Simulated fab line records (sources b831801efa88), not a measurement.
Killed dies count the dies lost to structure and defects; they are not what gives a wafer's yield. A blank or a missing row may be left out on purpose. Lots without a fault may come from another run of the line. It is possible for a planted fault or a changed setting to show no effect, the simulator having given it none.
Chamber matching ; flow sky130 ; 4 sister chambers for SKY_CONTACT_ETCH_17 on rieDiel-04
The step etches SiO2 in C4F8/O2/Ar, stops on Si3N4, target depth 340 nm. 16 wafers are shown with their chamber, then 8 later ones without.

EACH WAFER AND ITS CHAMBER
wafer;chamber;oesProductAu (a.u.);biasW (W)
L328.2;1;0.891;1198
L328.3;2;0.892;1206
L328.6;3;0.883;1197
L332.1;1;0.895;1203
L332.3;2;0.890;1196
L332.6;1;0.893;1202
L333.1;0;0.891;1201
L333.5;0;0.889;1199
L333.6;3;0.893;1197
L336.3;2;0.890;1194
L336.5;3;0.893;1202
L336.6;0;0.888;1199
L338.1;1;0.890;1208
L338.2;2;0.897;1204
L338.6;3;0.887;1198
L341.1;2;0.892;1202

SIGNATURES (means of the wafers above)
reading;chamber 0;chamber 1;chamber 2;chamber 3;scatter within a chamber
oesProductAu;0.88933;0.89225;0.89220;0.88900;0.00322
biasW;1199.67;1202.75;1200.40;1198.50;3.85
Rule: a wafer's distance from a chamber is the root of the sum, over the readings, of the square of ((its reading less the chamber's mean) divided by the reading's scatter). If the next closest chamber is less than 2 further off than the closest, the wafer can't be placed; otherwise it belongs to the closest. How the scatter is found: for the shown wafers, subtract from each reading the mean of its chamber, square and add these, divide the total by (wafers less chambers), then take the root.

WAFERS MISSING THEIR CHAMBER
wafer;oesProductAu (a.u.);biasW (W)
L341.5;0.888;1204
L341.6;0.891;1202
L342.1;0.891;1201
L342.2;0.890;1195
L342.6;0.889;1200
L344.1;0.890;1203
L344.3;0.895;1196
L344.6;0.888;1199

CHAMBER TAKEN BY EACH
wafer;from the rows above;in truth
L341.5;can't be placed: 0 or 1 or 3 or 2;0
L341.6;can't be placed: 1 or 2 or 0 or 3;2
L342.1;can't be placed: 2 or 1 or 0 or 3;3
L342.2;can't be placed: 3 or 0 or 2 or 1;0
L342.6;can't be placed: 0 or 3 or 2 or 1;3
L344.1;can't be placed: 1 or 0 or 2 or 3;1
L344.3;can't be placed: 2 or 1 or 3 or 0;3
L344.6;can't be placed: 3 or 0 or 2 or 1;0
Placed correctly: 0 of 8. From these rows, 8 cannot be placed; in 8 the true chamber is one of the candidates. Wrongly placed: 0.
